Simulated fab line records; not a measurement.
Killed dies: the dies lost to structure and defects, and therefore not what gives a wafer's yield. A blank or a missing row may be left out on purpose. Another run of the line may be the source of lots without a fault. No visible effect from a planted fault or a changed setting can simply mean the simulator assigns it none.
Shared-tool check :: flow sky130 :: 42 wafers sampled across 12 lots

WHAT PROMPTED THE OPENING
Flagged at SKY_VT_ADJUST_NCORE_CD_MEAS_07: reading cd-nm, on 2 of 12 lots. Wafers without a fault read 379.6 nm, standard deviation 2.1.
Rule: a lot is flagged when every wafer of it that has a number lies more than 4 standard deviations from that mean, or none has a number. All remaining lots are regarded as sound.

lot: L898
measured: day 8 10:38
on: cd-sem-02
cd-nm (nm), wafer by wafer: 377.6 378.2 377.7
flag: 

lot: L900
measured: day 9 05:11
on: cd-sem-02
cd-nm (nm), wafer by wafer: 379.8 381.1 381.2
flag: 

lot: L902
measured: day 9 15:14
on: cd-sem-02
cd-nm (nm), wafer by wafer: 383.9 385.2 383.7
flag: 

lot: L903
measured: day 10 03:28
on: cd-sem-02
cd-nm (nm), wafer by wafer: 382.5 380.3 380.9
flag: 

lot: L904
measured: day 10 05:37
on: cd-sem-02
cd-nm (nm), wafer by wafer: 377.2 379.2 378.4
flag: 

lot: L905
measured: day 10 13:28
on: cd-sem-02
cd-nm (nm), wafer by wafer: 381.1 382.7 381.9
flag: 

lot: L913
measured: day 13 04:08
on: cd-sem-01
cd-nm (nm), wafer by wafer: 370.2 366.3 368.4 370.5 366.0 368.6
flag: FLAGGED

lot: L914
measured: day 13 11:55
on: cd-sem-02
cd-nm (nm), wafer by wafer: 364.1 368.7 364.2 363.8 368.7 364.1
flag: FLAGGED

lot: L916
measured: day 13 22:01
on: cd-sem-02
cd-nm (nm), wafer by wafer: 379.6 377.8 378.3
flag: 

lot: L917
measured: day 14 08:56
on: cd-sem-02
cd-nm (nm), wafer by wafer: 382.9 380.9 382.5
flag: 

lot: L920
measured: day 15 21:10
on: cd-sem-02
cd-nm (nm), wafer by wafer: 381.7 380.1 380.6
flag: 

lot: L921
measured: day 15 21:40
on: cd-sem-02
cd-nm (nm), wafer by wafer: 376.9 376.3 378.5
flag: 
Average over the flagged lots: 367.0 nm; offset from the usual -12.6 nm, equal to -6 standard deviations.

WHICH TOOL EACH LOT WENT THROUGH
The record holds 2 process steps before the reading, out of a route of 708 steps. Every cell lists first the tool, next ch and the chambers used by the sampled wafers, and last the start.
lot: L898
flag: 
SKY_DNWELL_STRIP_08: plasma-asher-01 ch 0,1, day 3 02:35
SKY_VT_ADJUST_NCORE_DEVELOP_06: litho-track-04 ch 0, day 8 10:29

lot: L900
flag: 
SKY_DNWELL_STRIP_08: plasma-asher-04 ch 0,1, day 3 16:05
SKY_VT_ADJUST_NCORE_DEVELOP_06: litho-track-01 ch 0, day 9 05:03

lot: L902
flag: 
SKY_DNWELL_STRIP_08: plasma-asher-03 ch 0, day 4 00:08
SKY_VT_ADJUST_NCORE_DEVELOP_06: litho-track-04 ch 0, day 9 15:05

lot: L903
flag: 
SKY_DNWELL_STRIP_08: plasma-asher-04 ch 0,1, day 4 05:31
SKY_VT_ADJUST_NCORE_DEVELOP_06: litho-track-03 ch 0, day 10 03:19

lot: L904
flag: 
SKY_DNWELL_STRIP_08: plasma-asher-03 ch 1, day 4 10:43
SKY_VT_ADJUST_NCORE_DEVELOP_06: litho-track-01 ch 0, day 10 05:28

lot: L905
flag: 
SKY_DNWELL_STRIP_08: plasma-asher-03 ch 0,1, day 4 17:46
SKY_VT_ADJUST_NCORE_DEVELOP_06: litho-track-03 ch 0, day 10 13:19

lot: L913
flag: FLAGGED
SKY_DNWELL_STRIP_08: plasma-asher-01 ch 0,1, day 6 16:26
SKY_VT_ADJUST_NCORE_DEVELOP_06: litho-track-03 ch 0, day 13 03:59

lot: L914
flag: FLAGGED
SKY_DNWELL_STRIP_08: plasma-asher-04 ch 0,1, day 6 23:16
SKY_VT_ADJUST_NCORE_DEVELOP_06: litho-track-03 ch 0, day 13 11:46

lot: L916
flag: 
SKY_DNWELL_STRIP_08: plasma-asher-01 ch 1, day 7 08:40
SKY_VT_ADJUST_NCORE_DEVELOP_06: litho-track-01 ch 0, day 13 21:52

lot: L917
flag: 
SKY_DNWELL_STRIP_08: plasma-asher-03 ch 0,1, day 7 12:52
SKY_VT_ADJUST_NCORE_DEVELOP_06: litho-track-04 ch 0, day 14 08:47

lot: L920
flag: 
SKY_DNWELL_STRIP_08: plasma-asher-04 ch 1, day 8 15:43
SKY_VT_ADJUST_NCORE_DEVELOP_06: litho-track-01 ch 0, day 15 21:01

lot: L921
flag: 
SKY_DNWELL_STRIP_08: plasma-asher-01 ch 0,1, day 8 16:06
SKY_VT_ADJUST_NCORE_DEVELOP_06: litho-track-04 ch 0, day 15 21:32
What the steps here do:
- SKY_DNWELL_STRIP_08: strips in O2/N2.
- SKY_VT_ADJUST_NCORE_DEVELOP_06: develop time 60 s.
- SKY_VT_ADJUST_NCORE_CD_MEAS_07: target cd 380 nm.

FLAGGED OVER TOTAL, TOOL BY TOOL (the gauges that took the reading come last)
step: SKY_DNWELL_STRIP_08
tool: plasma-asher-01
lots run: 4
flagged: 1
share of the flagged lots: some
sound lots run after its first flagged lot: 2 (L916,L921)

step: SKY_DNWELL_STRIP_08
tool: plasma-asher-03
lots run: 4
flagged: 0
share of the flagged lots: none
sound lots run after its first flagged lot: -

step: SKY_DNWELL_STRIP_08
tool: plasma-asher-04
lots run: 4
flagged: 1
share of the flagged lots: some
sound lots run after its first flagged lot: 1 (L920)

step: SKY_VT_ADJUST_NCORE_DEVELOP_06
tool: litho-track-01
lots run: 4
flagged: 0
share of the flagged lots: none
sound lots run after its first flagged lot: -

step: SKY_VT_ADJUST_NCORE_DEVELOP_06
tool: litho-track-03
lots run: 4
flagged: 2
share of the flagged lots: all
sound lots run after its first flagged lot: 0

step: SKY_VT_ADJUST_NCORE_DEVELOP_06
tool: litho-track-04
lots run: 4
flagged: 0
share of the flagged lots: none
sound lots run after its first flagged lot: -

step: SKY_VT_ADJUST_NCORE_CD_MEAS_07
tool: cd-sem-01
lots run: 1
flagged: 1
share of the flagged lots: some
sound lots run after its first flagged lot: 0

step: SKY_VT_ADJUST_NCORE_CD_MEAS_07
tool: cd-sem-02
lots run: 11
flagged: 1
share of the flagged lots: some
sound lots run after its first flagged lot: 4 (L916,L917,L920,L921)

WHAT THE TABLE ALLOWS
Rows of the table that ran each flagged lot: 1, that is litho-track-03 at SKY_VT_ADJUST_NCORE_DEVELOP_06.
- litho-track-03 at SKY_VT_ADJUST_NCORE_DEVELOP_06 ran 4 lots, 2 of them flagged. A fault beginning between L905 (day 10 13:19), its last sound lot, and L913 (day 13 03:59), its first flagged one, fits the data.
Left over: one tool, litho-track-03 at SKY_VT_ADJUST_NCORE_DEVELOP_06.

WHAT THE SIMULATOR PUT IN
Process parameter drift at SKY_VT_ADJUST_NCORE_DEVELOP_06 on litho-track-03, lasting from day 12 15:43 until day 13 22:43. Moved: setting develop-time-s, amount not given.
Shown lots that were struck: L913, L914. The rule given above showed the same thing.
